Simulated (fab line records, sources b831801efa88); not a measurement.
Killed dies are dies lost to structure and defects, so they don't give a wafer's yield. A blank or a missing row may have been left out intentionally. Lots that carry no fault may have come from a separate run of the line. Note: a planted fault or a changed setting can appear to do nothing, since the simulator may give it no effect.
fab line records | flow sky130
[record] lots = 6 | wafers = 18 | last_day = 50
route steps=708 shown METAL2@489
lots untouched by any fault: they come from a run of this same line in which no faults occurred
start_h: hours from the record's first day to the start of the lot's first wafer shown | wait_h: hours since the lot's step before | " unchanged from the row above | L1.1+2: a single row standing in for several wafers | - either no value or no given start | * or withheld: withheld | < > ~ a bound
route shown NAME@n: a module of which the file shows steps, and the number in the route of the first | usual: mean/standard deviation of fault-free wafers | same: alike in all rows | chamber/n: place in a boat | sites: the reading at each site | _std_site: the values' standard deviation | _edge_site: outer sites' mean less inner sites' | radius_mm: for every site, how far away it sits from the centre of the wafer | mask NAME#n: copy n | behind: the last tool/chamber to shape the wafer | hold: cause of the lot's hold/its duration in hours/its outcome | device: the n, p or np transistor that did not switch | end of line: the same wafers' tests at the end of the route | a step given without rows: its recipe and nothing more | killed: at the first sort, the dies lost to defects and structure; wafer yield is something else | map: a wafer's dies, x killed, . not, _ none there
set.NAME: the setting the step ran with; set.NAME@STEP: the setting that earlier step ran with | model.NAME: the simulator's own value behind a step, which no gauge read
a table for each step, a row for each wafer; lots at some steps of the route
services: from which hour (start_h, from the record's first day; less than 0 if before it) a tool's chamber was out of use, for how many hours, and why
[[steps]]
[step SKY_METAL2_THK_MEAS_06]
[recipe] thk_meas_gauge = xrf | reads = AlCu_of_METAL2_SPUTTER_02
[usual] METAL2_ALCU_THK = 251/3
lot.wafer | tool          | chamber | start_h | wait_h | METAL2_ALCU_THK[nm]
L570.3    | film_metro-03 | -       | 818.52  | 0.1    | 250
L570.4    | "             | -       | "       | "      | 247
L570.5    | "             | -       | "       | "      | 248
L577.3    | film_metro-04 | -       | 872.57  | 0.1    | 246
L577.5    | "             | -       | "       | "      | 248
L577.6    | "             | -       | "       | "      | 248
L578.1    | film_metro-01 | -       | 888.90  | 0.1    | 250
L578.3    | "             | -       | "       | "      | 252
L578.4    | "             | -       | "       | "      | 248
L580.1    | film_metro-04 | -       | 896.28  | 0.1    | 252
L580.3    | "             | -       | "       | "      | 249
L580.6    | "             | -       | "       | "      | 249
L588.1    | film_metro-01 | -       | 951.33  | 0.1    | 251
L588.4    | "             | -       | "       | "      | 252
L588.6    | "             | -       | "       | "      | 253
L589.1    | film_metro-01 | -       | 951.74  | 0.1    | 254
L589.5    | "             | -       | "       | "      | 257
L589.6    | "             | -       | "       | "      | 254
[step SKY_METAL2_DEHYDRATE_07]
[recipe] temp_c = 200 | time_s = 60
[step SKY_METAL2_HMDS_08]
[recipe] prime_time_s = 60 | prime_temp_c = 120
[step SKY_METAL2_COAT_09]
[recipe] resist = BARC | temp_c = withheld | time_s = withheld | spin_rpm = 3000 | resist_thk_nm = 60
[step SKY_METAL2_COAT_10]
[recipe] resist = KrF-thick | spin_rpm = 3000 | resist_thk_nm = 450
[step SKY_METAL2_SOFTBAKE_11]
[recipe] temp_c = 100 | time_s = 90 | resist = KrF-thick
[step SKY_METAL2_EXPOSE_12]
[recipe] mask_id = MM2 | na = 0.8 | source_shape = annular | sigma_inner = 0.55 | sigma_outer = 0.85 | target_cd_nm = 140 | dose_mj = 28
[step SKY_METAL2_PEB_13]
[recipe] peb_temp_c = withheld | peb_time_s = withheld | resist = KrF-thick
[step SKY_METAL2_DEVELOP_14]
[recipe] develop_time_s = 60 | resist = KrF-thick | dev_temp_c = 21
[step SKY_METAL2_CD_MEAS_15]
[recipe] target_cd_nm = 140
[usual] cd_nm = 139.8/1.7
lot.wafer | tool      | chamber | start_h | wait_h | cd_nm
L570.3    | cd_sem-01 | -       | 845.06  | -      | 138.8
L570.4    | "         | -       | "       | "      | 139.2
L570.5    | "         | -       | "       | "      | 137.4
L577.3    | cd_sem-02 | -       | 898.16  | -      | 137.4
L577.5    | "         | -       | "       | "      | 138.9
L577.6    | "         | -       | "       | "      | 137.4
L578.1    | cd_sem-02 | -       | 914.67  | -      | 140.9
L578.3    | "         | -       | "       | "      | 141.6
L578.4    | "         | -       | "       | "      | 142.2
L580.1    | cd_sem-02 | -       | 920.92  | -      | 138.6
L580.3    | "         | -       | "       | "      | 138.5
L580.6    | "         | -       | "       | "      | 137.3
L588.1    | cd_sem-02 | -       | 974.70  | -      | 139.8
L588.4    | "         | -       | "       | "      | 142.3
L588.6    | "         | -       | "       | "      | 140.0
L589.1    | cd_sem-01 | -       | 975.42  | -      | 137.5
L589.5    | "         | -       | "       | "      | 140.1
L589.6    | "         | -       | "       | "      | 137.5
[step SKY_METAL2_OVL_MEAS_16]
[usual] METAL2_OVL = 4/5
lot.wafer | tool       | chamber | start_h | wait_h | METAL2_OVL[nm]
L570.3    | overlay-02 | -       | 845.15  | 0.1    | 5
L570.4    | "          | -       | "       | "      | 3
L570.5    | "          | -       | "       | "      | 3
L577.3    | overlay-02 | -       | 898.25  | 0.1    | 5
L577.5    | "          | -       | "       | "      | 8
L577.6    | "          | -       | "       | "      | 11
L578.1    | overlay-01 | -       | 914.79  | 0.1    | 12
L578.3    | "          | -       | "       | "      | 17
L578.4    | "          | -       | "       | "      | 11
L580.1    | overlay-01 | -       | 921.04  | 0.1    | 4
L580.3    | "          | -       | "       | "      | 10
L580.6    | "          | -       | "       | "      | 6
L588.1    | overlay-02 | -       | 974.82  | 0.1    | 2
L588.4    | "          | -       | "       | "      | 9
L588.6    | "          | -       | "       | "      | 8
L589.1    | overlay-02 | -       | 975.54  | 0.1    | -5
L589.5    | "          | -       | "       | "      | -5
L589.6    | "          | -       | "       | "      | -6
[step SKY_METAL2_DESCUM_17]
[recipe] chemistry = O2 | source_power_w = 150 | bias_power_w = 0 | pressure_mtorr = 10 | temp_c = 40 | time_s = 8
[usual] drypump_motor_current_A = 5.7/0.5 | oes_product_au = 1.001/0.0079 | rf_fwd_power_W = 147.1/0.92
[same] bias_power_w = 0
lot.wafer | tool         | chamber | start_h | wait_h | drypump_motor_current_A | oes_product_au | rf_fwd_power_W | rf_hours_counter_h
L570.3    | rie_metal-01 | 0       | 845.19  | 0.0    | 6.2                     | 0.983          | 147.0          | -
L570.4    | "            | 1       | "       | "      | 5.1                     | 0.998          | 146.1          | -
L570.5    | "            | 1       | "       | "      | 5.1                     | 0.997          | 146.3          | -
L577.3    | rie_metal-02 | 0       | 898.29  | 0.0    | 5.7                     | 1.003          | 147.8          | -
L577.5    | "            | 1       | "       | "      | 6.2                     | 0.999          | 147.2          | -
L577.6    | "            | 0       | "       | "      | 5.8                     | 1.009          | 148.0          | -
L578.1    | rie_metal-02 | 0       | 914.83  | 0.0    | 5.8                     | 1.018          | 148.5          | 15
L578.3    | "            | 0       | "       | "      | 5.8                     | 1.011          | 148.1          | -
L578.4    | "            | 0       | "       | "      | 5.8                     | 1.016          | 148.1          | -
L580.1    | rie_metal-02 | 1       | 921.08  | 0.0    | 6.2                     | 1.005          | 146.6          | 11
L580.3    | "            | 0       | "       | "      | 5.8                     | 1.007          | 148.0          | -
L580.6    | "            | 0       | "       | "      | 5.8                     | 1.022          | 148.5          | -
L588.1    | rie_metal-01 | 1       | 974.85  | 0.0    | 5.1                     | 1.000          | 146.2          | 12
L588.4    | "            | 0       | "       | "      | 6.2                     | 1.005          | 148.3          | -
L588.6    | "            | 1       | "       | "      | 5.1                     | 0.998          | 145.8          | -
L589.1    | rie_metal-03 | 0       | 975.58  | 0.0    | 4.9                     | 1.004          | 146.0          | 16
L589.5    | "            | 0       | "       | "      | 4.9                     | 1.009          | 145.7          | -
L589.6    | "            | 1       | "       | "      | 5.5                     | 0.986          | 146.6          | -
[step SKY_METAL2_ETCH_18]
[recipe] chemistry = N2/H2 | target = BARC | ion_energy_ev = 200 | bias_w = 100 | pressure_mtorr = 30 | n2_flow_sccm = 100 | h2_flow_sccm = 200 | icp_w = 500 | stop_on = SiO2 | time_s = 45.9 | target_depth_a = 600
[usual] bias_w = 99.98/0.3 | drypump_motor_current_A = 5.7/0.5 | oes_product_au = 0.854/0.0049 | rf_fwd_power_W = 495.6/1.8 | throttle_valve_pct = 13.224/0.009
lot.wafer | tool         | chamber | start_h | wait_h | bias_w | drypump_motor_current_A | oes_product_au | rf_fwd_power_W | rf_hours_counter_h | throttle_valve_pct | model.KrF-thick_of_METAL2_COAT_10.thk_nm | model.METAL2.cd_nm
L570.3    | rie_metal-01 | 0       | 845.23  | 0.0    | 99.47  | 6.2                     | 0.857          | 496.8          | -                  | 13.211             | 391.9                                    | 139.1
L570.4    | "            | 1       | "       | "      | 99.82  | 5.1                     | 0.857          | 495.5          | -                  | 13.223             | 390.7                                    | 139.1
L570.5    | "            | 1       | "       | "      | 100.69 | 5.1                     | 0.847          | 495.3          | -                  | 13.217             | 389.3                                    | 137.2
L577.3    | rie_metal-02 | 0       | 898.33  | 0.0    | 100.13 | 5.8                     | 0.856          | 499.7          | -                  | 13.237             | 391.5                                    | 137.8
L577.5    | "            | 1       | "       | "      | 99.97  | 6.3                     | 0.847          | 496.5          | -                  | 13.231             | 393.7                                    | 139.1
L577.6    | "            | 0       | "       | "      | 100.16 | 5.8                     | 0.848          | 497.4          | -                  | 13.217             | 392.4                                    | 137.6
L578.1    | rie_metal-02 | 0       | 914.89  | 0.1    | 100.36 | 5.8                     | 0.858          | 496.3          | 15                 | 13.216             | 376.3                                    | 137.4
L578.3    | "            | 0       | "       | "      | 100.20 | 5.8                     | 0.851          | 498.2          | -                  | 13.219             | 377.3                                    | 137.9
L578.4    | "            | 0       | "       | "      | 99.46  | 5.8                     | 0.852          | 496.8          | -                  | 13.230             | 391.6                                    | 142.1
L580.1    | rie_metal-02 | 1       | 921.11  | 0.0    | 99.99  | 6.3                     | 0.853          | 493.0          | 11                 | 13.248             | 376.4                                    | 134.8
L580.3    | "            | 0       | "       | "      | 100.33 | 5.8                     | 0.854          | 497.4          | -                  | 13.241             | 376.1                                    | 135
L580.6    | "            | 0       | "       | "      | 100.38 | 5.8                     | 0.850          | 496.6          | -                  | 13.220             | 391.9                                    | 136.6
L588.1    | rie_metal-01 | 1       | 974.89  | 0.0    | 99.94  | 5.1                     | 0.860          | 492.7          | 12                 | 13.233             | 393                                      | 139.9
L588.4    | "            | 0       | "       | "      | 100.26 | 6.2                     | 0.855          | 497.1          | -                  | 13.217             | 392.7                                    | 142.7
L588.6    | "            | 1       | "       | "      | 100.27 | 5.1                     | 0.857          | 491.3          | -                  | 13.220             | 393.5                                    | 140.2
L589.1    | rie_metal-03 | 0       | 975.61  | 0.0    | 100.00 | 5.0                     | 0.853          | 495.7          | 16                 | 13.230             | 392.2                                    | 137.4
L589.5    | "            | 0       | "       | "      | 100.24 | 4.9                     | 0.864          | 494.2          | -                  | 13.229             | 392.9                                    | 139.2
L589.6    | "            | 1       | "       | "      | 100.15 | 5.5                     | 0.851          | 494.0          | -                  | 13.212             | 390.8                                    | 137.4
[step SKY_METAL2_METAL_ETCH_19]
[recipe] target_depth_a = 3600 | stop_on = SiO2 | over_etch_frac = 0.3 | time_s = 78 | chemistry = Cl2/BCl3 | resist_sidewall_deg = 88 | pressure_mtorr = 10 | icp_w = 900 | bias_w = 48.5 | Cl2_flow_sccm = 60 | bcl3_flow_sccm = 30
[usual] bias_w = 48.49/0.15 | drypump_motor_current_A = 5.7/0.5 | oes_product_au = 0.854/0.0055 | rf_fwd_power_W = 894/3.2 | throttle_valve_pct = 22.265/0.0092
lot.wafer | tool         | chamber | start_h | wait_h | bias_w | drypump_motor_current_A | oes_product_au | rf_fwd_power_W | rf_hours_counter_h | throttle_valve_pct | model.KrF-thick_of_METAL2_COAT_10.thk_nm
L570.3    | rie_metal-01 | 0       | 845.30  | 0.1    | 48.49  | 6.2                     | 0.854          | 892            | -                  | 22.268             | 156.9
L570.4    | "            | 1       | "       | "      | 48.73  | 5.1                     | 0.858          | 892            | -                  | 22.256             | 152.8
L570.5    | "            | 1       | "       | "      | 48.31  | 5.1                     | 0.848          | 892            | -                  | 22.254             | 153
L577.3    | rie_metal-02 | 0       | 898.40  | 0.1    | 48.69  | 5.8                     | 0.856          | 897            | -                  | 22.269             | 157.8
L577.5    | "            | 1       | "       | "      | 48.40  | 6.3                     | 0.851          | 896            | -                  | 22.265             | 159.8
L577.6    | "            | 0       | "       | "      | 48.57  | 5.8                     | 0.856          | 901            | -                  | 22.259             | 158.5
L578.1    | rie_metal-02 | 0       | 915.02  | 0.1    | 48.57  | 5.8                     | 0.851          | 893            | 15                 | 22.245             | 139.6
L578.3    | "            | 0       | "       | "      | 48.55  | 5.7                     | 0.848          | 901            | -                  | 22.271             | 140.1
L578.4    | "            | 0       | "       | "      | 48.49  | 5.8                     | 0.854          | 898            | -                  | 22.252             | 155.3
L580.1    | rie_metal-02 | 1       | 921.17  | 0.0    | 48.16  | 6.2                     | 0.860          | 891            | 11                 | 22.264             | 143.5
L580.3    | "            | 0       | "       | "      | 48.60  | 5.8                     | 0.852          | 893            | -                  | 22.259             | 137.2
L580.6    | "            | 0       | "       | "      | 48.29  | 5.8                     | 0.854          | 900            | -                  | 22.267             | 154.3
L588.1    | rie_metal-01 | 1       | 974.95  | 0.0    | 48.61  | 5.1                     | 0.857          | 894            | 12                 | 22.270             | 159.5
L588.4    | "            | 0       | "       | "      | 48.18  | 6.2                     | 0.853          | 902            | -                  | 22.261             | 156.4
L588.6    | "            | 1       | "       | "      | 48.84  | 5.1                     | 0.852          | 895            | -                  | 22.273             | 158
L589.1    | rie_metal-03 | 0       | 975.67  | 0.0    | 48.56  | 4.9                     | 0.856          | 891            | 16                 | 22.280             | 157.7
L589.5    | "            | 0       | "       | "      | 48.87  | 4.9                     | 0.856          | 889            | -                  | 22.263             | 156.6
L589.6    | "            | 1       | "       | "      | 48.42  | 5.5                     | 0.853          | 894            | -                  | 22.272             | 158.4
[step SKY_METAL2_STRIP_20]
[recipe] chemistry = O2/N2 | power_w = 1400 | pressure_mtorr = 1500 | platen_temp_c = withheld | o2_flow_sccm = 3000 | n2_flow_sccm = 300 | overash_fraction = 0.5
[usual] drypump_motor_current_A = 5.6/0.42 | oes_product_au = 0.342/0.0041 | strip_time_to_endpoint_s = 2.680/0.026
lot.wafer | tool            | chamber | start_h | wait_h | drypump_motor_current_A | oes_product_au | rf_hours_counter_h | strip_time_to_endpoint_s
L570.3    | plasma_asher-02 | 0       | 845.39  | 0.1    | 5.5                     | 0.343          | -                  | 2.685
L570.4    | "               | 1       | "       | "      | 5.7                     | 0.335          | -                  | 2.623
L570.5    | "               | 0       | "       | "      | 5.6                     | 0.351          | -                  | 2.641
L577.3    | plasma_asher-01 | 0       | 898.49  | 0.1    | 4.8                     | 0.340          | -                  | 2.682
L577.5    | "               | 0       | "       | "      | 4.8                     | 0.339          | -                  | 2.706
L577.6    | "               | 1       | "       | "      | 5.5                     | 0.345          | -                  | 2.682
L578.1    | plasma_asher-01 | 1       | 915.20  | 0.1    | 5.4                     | 0.335          | 53                 | 2.482
L578.3    | "               | 1       | "       | "      | 5.4                     | 0.329          | -                  | 2.495
L578.4    | "               | 0       | "       | "      | 4.8                     | 0.345          | -                  | 2.671
L580.1    | plasma_asher-03 | 0       | 921.26  | 0.1    | 6.0                     | 0.341          | 20                 | 2.525
L580.3    | "               | 1       | "       | "      | 5.9                     | 0.326          | -                  | 2.468
L580.6    | "               | 0       | "       | "      | 6.0                     | 0.340          | -                  | 2.635
L588.1    | plasma_asher-01 | 1       | 975.04  | 0.1    | 5.4                     | 0.340          | 59                 | 2.720
L588.4    | "               | 0       | "       | "      | 4.8                     | 0.342          | -                  | 2.666
L588.6    | "               | 1       | "       | "      | 5.4                     | 0.341          | -                  | 2.680
L589.1    | plasma_asher-03 | 1       | 975.76  | 0.1    | 5.9                     | 0.338          | 25                 | 2.685
L589.5    | "               | 1       | "       | "      | 5.9                     | 0.347          | -                  | 2.662
L589.6    | "               | 0       | "       | "      | 6.0                     | 0.341          | -                  | 2.672
[step SKY_METAL2_STRIP_21]
[recipe] chemistry = post_etch_residue_remover | time_s = 1200 | temp_c = 72.5
[[services]]
tool            | chamber | start_h | hours | kind
rie_metal-03    | 1       | 837.73  | 7.1   | repair
rie_metal-03    | 1       | 844.84  | -     | clean
rie_metal-03    | 1       | 844.84  | 16.2  | scheduled_down
rie_metal-03    | 1       | 844.84  | 16.2  | vent_cycle
plasma_asher-02 | -       | 845.74  | 2.0   | repair
plasma_asher-02 | -       | 856.67  | 1.9   | repair
rie_metal-02    | 1       | 857.43  | 2.4   | repair
plasma_asher-02 | -       | 859.21  | 14.6  | pm
rie_metal-02    | 0       | 862.28  | 19.8  | repair
rie_metal-02    | 1       | 901.18  | 13.8  | repair
plasma_asher-03 | -       | 937.74  | 2.8   | pm
rie_metal-03    | -       | 939.76  | 9.0   | repair
rie_metal-01    | -       | 944.82  | 4.3   | pm
rie_metal-01    | -       | 970.23  | 0.5   | repair
[[key]]
[first_sign] step = SKY_METAL2_STRIP_20 | reading = strip_time_to_endpoint_s | direction = down | sigmas = 7.3 | usual = * | struck = *
effect none on later readings
[model_effect] step = SKY_METAL2_ETCH_18 | value = KrF-thick_of_METAL2_COAT_10.thk_nm | without = 392.4 | struck = 376.5
[model_effect] step = SKY_METAL2_METAL_ETCH_19 | value = KrF-thick_of_METAL2_COAT_10.thk_nm | without = 156 | struck = 140.1
met_at SKY_METAL2_ETCH_18
struck_wafers L578.1,L578.3,L580.1,L580.3
onset_between 898.33 914.89
[fault] kind = process_parameter_drift | tool = rie_metal-02 | chamber = - | onset_h = 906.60 | steps = SKY_METAL2_ETCH_18 | channel = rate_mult | offset = 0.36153 | shape = step | end_h = 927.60 | scope = struck_wafers_only
